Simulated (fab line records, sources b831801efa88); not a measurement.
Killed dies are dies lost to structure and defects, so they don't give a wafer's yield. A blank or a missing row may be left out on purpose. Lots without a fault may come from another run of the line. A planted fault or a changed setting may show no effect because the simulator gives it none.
A struck lot beside a sound one | flow sky130 | 20 steps out of a route of 708
Sound: wafers L646.1, L646.3, L646.4. Struck: wafer L663.5. (L663.1, L663.2 of the same lot were not struck and are left out.) The cause comes at the end.
At each step with rows: each side's tool, then ch and its chambers, then its first start. Under that, the readings that differ: sound wafers | struck wafers | difference of the means | sigmas: that difference in standard deviations of wafers without a fault.
alike: readings whose means differ by less than 2 such deviations, and words and numbers that are the same on both sides. not compared: withheld readings, readings that some wafer has no value for, bounds like >300 that may hide the same value, and numbers for which the record gives no deviation and whose values overlap.
The two part at a step that has a row with sigmas, a row that says differs or no value, or rows on one side only. Numbers that don't overlap but have no deviation are shown without sigmas and don't part them. A reading that every wafer of one side lacks parts them only if that side has two wafers or more.

SKY_RES_PROTECT_STRIP_07: strips in O2/N2.
  sound on plasma_asher-04 ch 0,1, day 15 01:10; struck on plasma_asher-04 ch 1, day 21 14:36
  alike: drypump_motor_current_A, n2_flow_sccm, oes_product_au, strip_time_to_endpoint_s
  not compared: rf_hours_counter_h
SKY_RES_PROTECT_TW_MEAS_08:
  sound on film_metro-01, day 15 01:16; struck on film_metro-01, day 21 14:42
  alike: POLY_GATE_TW
then, 2 steps without rows for these wafers: SKY_RES_PROTECT_CLEAN_09 (cleans in SC1/SC2, time 150 s); SKY_POLY_GATE_CVD_03 (deposits Si3N4 from DCS/NH3, target thk 75 nm, time 1290 s).
SKY_POLY_GATE_THK_MEAS_04:
  sound on film_metro-01, day 15 03:50; struck on film_metro-01, day 21 16:17
  alike: POLY_GATE_CVD_03_THK
then, 7 steps without rows for these wafers: SKY_POLY_GATE_DEHYDRATE_05 (time 60 s); SKY_POLY_GATE_HMDS_06 (prime time 60 s); SKY_POLY_GATE_COAT_07 (resist thk 110 nm); SKY_POLY_GATE_COAT_08 (resist thk 450 nm); SKY_POLY_GATE_SOFTBAKE_09 (time 90 s); SKY_POLY_GATE_EXPOSE_10 (exposes mask P1M, target cd 150 nm); SKY_POLY_GATE_PEB_11.
SKY_POLY_GATE_DEVELOP_12: develop time 60 s.
  sound on litho_track-04 ch 0, day 16 07:00; struck on litho_track-01 ch 0, day 22 22:00
SKY_POLY_GATE_CD_MEAS_13: target cd 150 nm.
  sound on cd_sem-01, day 16 07:55; struck on cd_sem-02, day 22 23:01
  reading    | sound             | struck | difference | sigmas
  cd_nm (nm) | 150.2 148.2 150.0 | 145.9  | -3.6       | -4
SKY_POLY_GATE_OVL_MEAS_14:
  sound on overlay-01, day 16 08:02; struck on overlay-02, day 22 23:08
  reading            | sound   | struck | difference | sigmas
  POLY_GATE_OVL (nm) | -5 -3 2 | -15    | -13        | -2
SKY_POLY_GATE_ETCH_15: etches BARC in N2/H2, stops on SiO2, time 118.5 s, target depth 110 nm.
  sound on rie_diel-03 ch 1,2,3, day 16 08:04; struck on rie_diel-03 ch 2, day 22 23:10
  reading                    | sound           | struck | difference | sigmas
  model.POLY_GATE.cd_nm (nm) | 150.5 147.5 150 | 143.8  | -5.5       |
  alike: drypump_motor_current_A, n2_flow_sccm, oes_product_au, throttle_valve_pct
  not compared: rf_hours_counter_h
SKY_POLY_GATE_ETCH_16: etches Si3N4 in CH3F/O2, stops on poly-Si, time 147.5 s, target depth 75 nm.
  sound on rie_diel-03 ch 1,2,3, day 16 08:08; struck on rie_diel-03 ch 2, day 22 23:15
  alike: drypump_motor_current_A, oes_product_au, throttle_valve_pct
  not compared: rf_hours_counter_h
SKY_POLY_GATE_ETCH_17: etches poly-Si in HBr/Cl2, stops on SiO2, target depth 180 nm, time 70.5 s.
  sound on rie_si-01 ch 0,1, day 16 08:14; struck on rie_si-01 ch 1, day 22 23:20
  reading                    | sound           | struck | difference | sigmas
  model.POLY_GATE.cd_nm (nm) | 151 147.3 149.3 | 142.5  | -6.7       |
  alike: drypump_motor_current_A, oes_product_au, throttle_valve_pct
  not compared: rf_hours_counter_h
SKY_POLY_GATE_STRIP_18: strips in O2/N2.
  sound on plasma_asher-02 ch 0,1, day 16 08:18; struck on plasma_asher-01 ch 1, day 22 23:24
  reading             | sound             | struck | difference | sigmas
  n2_flow_sccm (sccm) | 301.4 301.7 299.8 | 299.1  | -1.9       | -2
  alike: drypump_motor_current_A, oes_product_au, strip_time_to_endpoint_s
  not compared: rf_hours_counter_h
-- the record jumps here: 27 days lie between the struck wafers' starts before and after (it left off in module POLY_GATE and takes up again in module PAD_OPEN, whose first step shown is number 708 of the route) --
SKY_PAD_OPEN_PROBE_99:
  sound on prober-02, day 45 15:29; struck on prober-01, day 50 01:28
  reading                                | sound             | struck | difference | sigmas
  model.etest.res_poly.line_ohm_um       | 514.4 536.3 513.2 | 551.2  | +29.9      |
  model.etest.res_high_po.width_nm (nm)  | 351.6 348.2 350.7 | 343.2  | -7.0       |
  model.etest.res_poly.width_nm (nm)     | 96.13 92.3 94.26  | 87.53  | -6.70      |
  model.etest.res_xhigh_po.width_nm (nm) | 353.5 347.7 352.8 | 342.4  | -8.9       |
  model.etest.ring_1v8.delay_ps          | 21.57 20.98 21.28 | 20.5   | -0.8       |
  alike: killed_at_M0_to_M3, killed_at_M4_up, killed_at_contacts, killed_at_front_end, killed_at_other, killed_dies, killed_open, killed_short

WHERE THEY PART
First at SKY_POLY_GATE_CD_MEAS_13; last, within this record, at SKY_POLY_GATE_STRIP_18. Later steps at which nothing parts them and some readings are alike: SKY_PAD_OPEN_PROBE_99.

WHY: what the simulator had put in
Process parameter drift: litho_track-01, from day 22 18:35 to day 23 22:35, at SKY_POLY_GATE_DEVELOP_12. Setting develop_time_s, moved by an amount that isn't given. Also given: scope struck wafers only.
